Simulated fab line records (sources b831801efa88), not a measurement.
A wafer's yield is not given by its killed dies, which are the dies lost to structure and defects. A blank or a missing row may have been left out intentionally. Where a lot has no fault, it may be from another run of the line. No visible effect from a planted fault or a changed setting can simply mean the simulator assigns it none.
The tool behind it: which one? | flow sky130 | 11 lots with 33 wafers sampled at 3 steps, on a route of 708 steps

== WHAT EACH GAUGE READ, for each wafer ==
SKY_SD_N_RS_MEAS_16: the measuring method here is four-point-probe. Usual: SD_N_RS gives 68.56 ohm/sq (standard deviation 0.13).
lot  | measured     | on            | SD_N_RS (ohm/sq)  | flag
L503 | day 27 14:21 | film_metro-02 | 68.63 68.56 68.61 |
L505 | day 28 11:28 | film_metro-02 | 68.57 68.57 68.54 |
L507 | day 30 09:41 | film_metro-01 | 68.78 68.51 68.68 |
L508 | day 30 10:40 | film_metro-04 | 68.39 68.43 68.27 |
L510 | day 30 11:50 | film_metro-02 | 68.65 68.54 68.65 |
L511 | day 30 18:23 | film_metro-01 | 68.69 68.69 68.67 |
L512 | day 31 03:58 | film_metro-01 | 68.64 68.53 68.58 |
L521 | day 34 06:08 | film_metro-01 | 66.23 66.31 66.31 | OFF
L523 | day 34 14:09 | film_metro-04 | 66.02 66.07 65.86 | OFF
L524 | day 34 21:37 | film_metro-04 | 68.27 68.47 68.35 |
L525 | day 37 05:24 | film_metro-04 | 68.46 68.58 68.52 |

SKY_SD_N_RS_MEAS_17: the measuring method here is four-point-probe. Usual: SD_P_RS gives 147.1 ohm/sq (standard deviation 0.44).
lot  | measured     | on            | SD_P_RS (ohm/sq)  | flag
L503 | day 27 14:28 | film_metro-02 | 147.1 147.1 146.6 |
L505 | day 28 11:35 | film_metro-02 | 147.1 146.8 146.9 |
L507 | day 30 09:49 | film_metro-01 | 147.7 147.2 147.2 |
L508 | day 30 10:47 | film_metro-04 | 146.6 146.4 146.3 |
L510 | day 30 11:58 | film_metro-02 | 147.4 147.0 147.5 |
L511 | day 30 18:31 | film_metro-01 | 147.2 147.4 147.6 |
L512 | day 31 04:05 | film_metro-01 | 146.9 146.5 146.9 |
L521 | day 34 06:16 | film_metro-01 | 135.3 135.5 135.6 | OFF
L523 | day 34 14:16 | film_metro-04 | 134.9 135.2 135.0 | OFF
L524 | day 34 21:44 | film_metro-04 | 147.2 146.8 146.8 |
L525 | day 37 05:31 | film_metro-04 | 147.4 147.1 147.1 |

== WHICH TOOL RAN EACH LOT (tool, then ch and the chambers of the sampled wafers, then the start) ==
lot  | SKY_SD_N_RTA_14
L503 | rtp_anneal-02 ch 0, day 27 14:10
L505 | rtp_anneal-02 ch 0, day 28 11:18
L507 | rtp_anneal-02 ch 0, day 30 09:30
L508 | rtp_anneal-01 ch 0, day 30 10:28
L510 | rtp_anneal-01 ch 0, day 30 11:39
L511 | rtp_anneal-02 ch 0, day 30 18:12
L512 | rtp_anneal-01 ch 0, day 31 03:47
L521 | rtp_anneal-02 ch 0, day 34 05:58
L523 | rtp_anneal-02 ch 0, day 34 13:59
L524 | rtp_anneal-01 ch 0, day 34 21:26
L525 | rtp_anneal-02 ch 0, day 37 05:14
- SKY_SD_N_RTA_14: time 2 s.

== AS READ BY THE TOOLS THEMSELVES (means over the sampled wafers that have a number; for cases with no such wafer, the mark the record gives instead) ==
SKY_SD_N_RTA_14. Usual: lamp_power_pct 15.74 %, standard deviation 0.049; wafer_temp_C_max 1078.1, standard deviation 1.5.
lot  | tool          | lamp_power_pct (%) | wafer_temp_C_max | flag
L503 | rtp_anneal-02 | 15.79              | 1077.3           |
L505 | rtp_anneal-02 | 15.74              | 1078.0           |
L507 | rtp_anneal-02 | 15.73              | 1078.9           |
L508 | rtp_anneal-01 | 15.76              | 1077.6           |
L510 | rtp_anneal-01 | 15.76              | 1077.0           |
L511 | rtp_anneal-02 | 15.72              | 1080.1           |
L512 | rtp_anneal-01 | 15.71              | 1077.7           |
L521 | rtp_anneal-02 | 15.98              | 1093.1           | OFF
L523 | rtp_anneal-02 | 15.97              | 1091.9           | OFF
L524 | rtp_anneal-01 | 15.72              | 1077.5           |
L525 | rtp_anneal-02 | 15.76              | 1078.3           |

== THE ANSWER, worked out from the rows above alone ==
Rule: a lot counts as off when the mean over its wafers that have a number is more than 3 standard deviations away from the usual mean. A lot without any number at a reading at which 4 lots or more have one is off too. The other lots that the step has rows for count as sound. After the gauges, taken in route order, come the tools' own readings; for these a lot's mean is taken, as printed above. At the first step where some lot is off, the reading lying furthest off is the one used; lots without a number count as furthest.
Off: L521, L523, at SKY_SD_N_RS_MEAS_16 (SD_N_RS).
If a tool, at a process step before that reading, ran all the lots that are off and no sound lot after the first of them, it fits. Not tried: the gauges at SKY_SD_N_RS_MEAS_16; whatever is off there is also off at SKY_SD_N_RTA_14, on other tools, and gauge error can't account for it. None of those tried fits.

== WHAT WAS PUT IN BY THE SIMULATOR ==
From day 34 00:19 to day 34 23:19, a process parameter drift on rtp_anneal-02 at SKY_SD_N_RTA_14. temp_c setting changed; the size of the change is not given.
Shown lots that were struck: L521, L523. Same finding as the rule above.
